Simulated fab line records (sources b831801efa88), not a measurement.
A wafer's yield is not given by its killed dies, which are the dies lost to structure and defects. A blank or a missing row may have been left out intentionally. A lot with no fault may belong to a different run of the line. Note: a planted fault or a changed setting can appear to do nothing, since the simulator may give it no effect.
Which of the tools did it? ; flow sky130 ; 14 lots with 42 wafers sampled at 3 steps, on a route of 708 steps

== WHAT EACH GAUGE READ, for each wafer ==
Not one reading of a measure or inspect step in the record can be checked against a usual standard deviation.

== TOOL THAT RAN EACH LOT (tool first, then ch and the chambers of the sampled wafers, then the start) ==
lot;SKY_CAP2M_METAL_ETCH_13;SKY_METAL4_ETCH_17;SKY_METAL5_SPUTTER_03
L342;rie_metal-03 ch 0, day 40 15:24;rie_diel-03 ch 1,2,3, day 41 16:13;pvd_sputter-01, day 42 18:26
L343;rie_metal-01 ch 1, day 41 02:14;rie_diel-03 ch 0,2, day 42 02:48;pvd_sputter-03, day 43 04:29
L345;rie_metal-03 ch 0, day 41 08:47;rie_diel-03 ch 1,3, day 42 10:15;pvd_sputter-03, day 43 11:58
L353;rie_metal-03 ch 1, day 43 21:28;rie_diel-01 ch 1,2,3, day 44 21:05;pvd_sputter-01, day 45 20:50
L354;rie_metal-01 ch 0,1, day 44 02:05;rie_diel-01 ch 1,2,3, day 45 00:52;pvd_sputter-03, day 46 00:23
L355;rie_metal-03 ch 0,1, day 44 11:02;rie_diel-04 ch 1,2,3, day 45 08:53;pvd_sputter-01, day 46 09:35
L356;rie_metal-01 ch 0,1, day 44 15:24;rie_diel-01 ch 0,1,3, day 45 13:34;pvd_sputter-01, day 46 13:07
L357;rie_metal-03 ch 0,1, day 44 22:11;rie_diel-04 ch 0,1,2, day 45 20:56;pvd_sputter-03, day 46 18:18
L358;rie_metal-03 ch 0,1, day 45 11:04;rie_diel-03 ch 1,2,3, day 46 08:38;pvd_sputter-03, day 47 08:16
L359;rie_metal-04 ch 0,1, day 45 12:58;rie_diel-04 ch 0,1,2, day 46 10:43;pvd_sputter-02, day 47 09:47
L360;rie_metal-01 ch 0,1, day 45 17:28;rie_diel-01 ch 0,2,3, day 46 14:38;pvd_sputter-02, day 47 13:40
L362;rie_metal-04 ch 0,1, day 46 07:52;rie_diel-04 ch 0,1,2, day 47 04:08;pvd_sputter-03, day 48 02:08
L363;rie_metal-01 ch 0,1, day 46 12:32;rie_diel-03 ch 2,3, day 47 08:56;pvd_sputter-03, day 48 07:52
L364;rie_metal-01 ch 0, day 46 18:37;rie_diel-03 ch 1,2,3, day 47 14:55;pvd_sputter-01, day 48 12:59
- SKY_CAP2M_METAL_ETCH_13: etches TiN in Cl2/BCl3, stops on SiO2, target depth 220 nm, time 61.56 s.
- SKY_METAL4_ETCH_17: etches SiO2 in C4F8/O2/Ar, stops on TiN, time 3.9 s, target depth 15 nm.
- SKY_METAL5_SPUTTER_03: material Ti, target thk 5 nm, time 3.3 s.

== WHAT THE TOOLS THEMSELVES READ (means of the sampled wafers that have a number; where no wafer has one, the mark that the record gives instead) ==
SKY_CAP2M_METAL_ETCH_13. Usual: drypump_motor_current_A 5.87 A, standard deviation 0.25; oes_product_au 0.955 a.u., standard deviation 0.0074; throttle_valve_pct 21.893 %, standard deviation 0.0096.
lot;tool;drypump_motor_current_A (A);oes_product_au (a.u.);throttle_valve_pct (%);flag
L342;rie_metal-03;6.07;0.958;21.893;
L343;rie_metal-01;5.36;0.960;21.899;
L345;rie_metal-03;6.08;0.953;21.900;
L353;rie_metal-03;6.02;0.956;21.896;
L354;rie_metal-01;5.77;0.952;21.893;
L355;rie_metal-03;6.06;0.951;21.893;
L356;rie_metal-01;5.77;0.958;21.894;
L357;rie_metal-03;6.03;0.958;21.883;
L358;rie_metal-03;6.05;0.951;21.898;
L359;rie_metal-04;5.81;0.959;21.893;
L360;rie_metal-01;5.57;0.959;21.887;
L362;rie_metal-04;5.83;0.950;21.894;
L363;rie_metal-01;5.78;0.962;21.885;
L364;rie_metal-01;5.97;0.960;21.880;

SKY_METAL4_ETCH_17. Usual: oes_product_au reads 0.756 a.u. (standard deviation 0.0062).
lot;tool;oes_product_au (a.u.);flag
L342;rie_diel-03;0.753;
L343;rie_diel-03;0.756;
L345;rie_diel-03;0.757;
L353;rie_diel-01;0.752;
L354;rie_diel-01;0.748;
L355;rie_diel-04;0.754;
L356;rie_diel-01;0.757;
L357;rie_diel-04;0.755;
L358;rie_diel-03;0.760;
L359;rie_diel-04;0.752;
L360;rie_diel-01;0.752;
L362;rie_diel-04;0.758;
L363;rie_diel-03;0.751;
L364;rie_diel-03;0.753;

SKY_METAL5_SPUTTER_03. Usual: cathode_dc_power_W 3000.0 W, standard deviation 0.59; chamber_pressure_pa 0.4001 Pa, standard deviation 0.0007; throttle_valve_pct 29.9 %, standard deviation 1.1.
lot;tool;cathode_dc_power_W (W);chamber_pressure_pa (Pa);throttle_valve_pct (%);flag
L342;pvd_sputter-01;2999.6;0.4007;28.6;
L343;pvd_sputter-03;2999.7;0.4003;30.7;
L345;pvd_sputter-03;2999.7;0.4009;30.2;
L353;pvd_sputter-01;-;-;-;OFF
L354;pvd_sputter-03;-;-;-;OFF
L355;pvd_sputter-01;2999.6;0.3999;28.5;
L356;pvd_sputter-01;3000.0;0.3996;29.0;
L357;pvd_sputter-03;2999.9;0.4001;30.3;
L358;pvd_sputter-03;2999.9;0.3998;30.9;
L359;pvd_sputter-02;2999.9;0.4000;30.7;
L360;pvd_sputter-02;2999.7;0.4010;30.4;
L362;pvd_sputter-03;2999.8;0.3998;30.4;
L363;pvd_sputter-03;2999.3;0.3996;30.4;
L364;pvd_sputter-01;3000.3;0.4004;28.8;

== THE ANSWER, worked out from the rows above alone ==
Rule: lot off if the mean of its wafers having a number is beyond 3 standard deviations from the usual mean. Also off: a lot with no number at a reading for which 4 or more lots have one. Where the step has rows for the other lots, those lots are counted as sound. After the gauges, taken in route order, come the tools' own readings; for these a lot's mean is taken, as printed above. At the first step where some lot is off, the reading lying furthest off is the one used; lots without a number count as furthest.
Off: L353, L354, at SKY_METAL5_SPUTTER_03 (cathode_dc_power_W). Without a number there: L353, L354.
A tool fits if, at that step or a process step before it, it ran every lot that is off, and no sound lot after the first of them. Of those tried, none fits.

== WHAT THE SIMULATOR PUT IN ==
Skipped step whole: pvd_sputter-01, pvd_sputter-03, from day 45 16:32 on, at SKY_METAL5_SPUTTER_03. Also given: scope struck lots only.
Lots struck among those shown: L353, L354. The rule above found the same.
